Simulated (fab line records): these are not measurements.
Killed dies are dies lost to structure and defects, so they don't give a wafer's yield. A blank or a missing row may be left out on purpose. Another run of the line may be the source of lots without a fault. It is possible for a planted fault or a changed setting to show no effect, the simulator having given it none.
Chamber matching ; flow sky130 ; cmp-01 running SKY_VIA3_CMP_24: 4 sister chambers
The step polishes, stops on SiO2, t overpolish 20 s, target thk 0 nm. 8 wafers are shown with their chamber, then 8 later ones without.

== WAFERS PAIRED WITH THEIR CHAMBERS ==
wafer;chamber;motor_current_A (A);time_to_endpoint_s (s)
L229.3;1;12.3;107
L229.5;1;12.4;108
L231.2;0;12.9;96
L234.5;3;9.1;87
L234.6;2;9.8;95
L235.1;3;9.2;90
L235.2;0;13.4;97
L235.3;2;10.4;99

== WAFERS WITHOUT THEIR CHAMBER ==
wafer;motor_current_A (A);time_to_endpoint_s (s)
L237.3;10.3;96
L237.4;12.0;105
L237.6;12.7;96
L238.2;11.8;106
L238.3;9.4;90
L238.5;9.8;100
L239.2;9.5;84
L239.4;13.5;94

== WHICH CHAMBER EACH WENT THROUGH ==
wafer;from the rows above;in truth
L237.3;2;2
L237.4;1;1
L237.6;0;0
L238.2;1;1
L238.3;3;3
L238.5;2;2
L239.2;3;3
L239.4;0;0
Correctly placed: 8 of 8. Can't be placed from these rows: 0. Number placed wrongly: 0.
How it was worked out, from the rows above alone: a wafer's distance from a chamber is the root of the sum, over the readings, of the square of ((its reading less the chamber's mean) divided by the reading's scatter). The wafer belongs to the nearest chamber; if the next one is less than 2 further off, it can't be placed. For every chamber, the mean is computed from those of its wafers that are shown. The scatter: take each reading less its chamber's mean, square it, sum over the shown wafers, divide by the number of wafers less the number of chambers, and take the root.
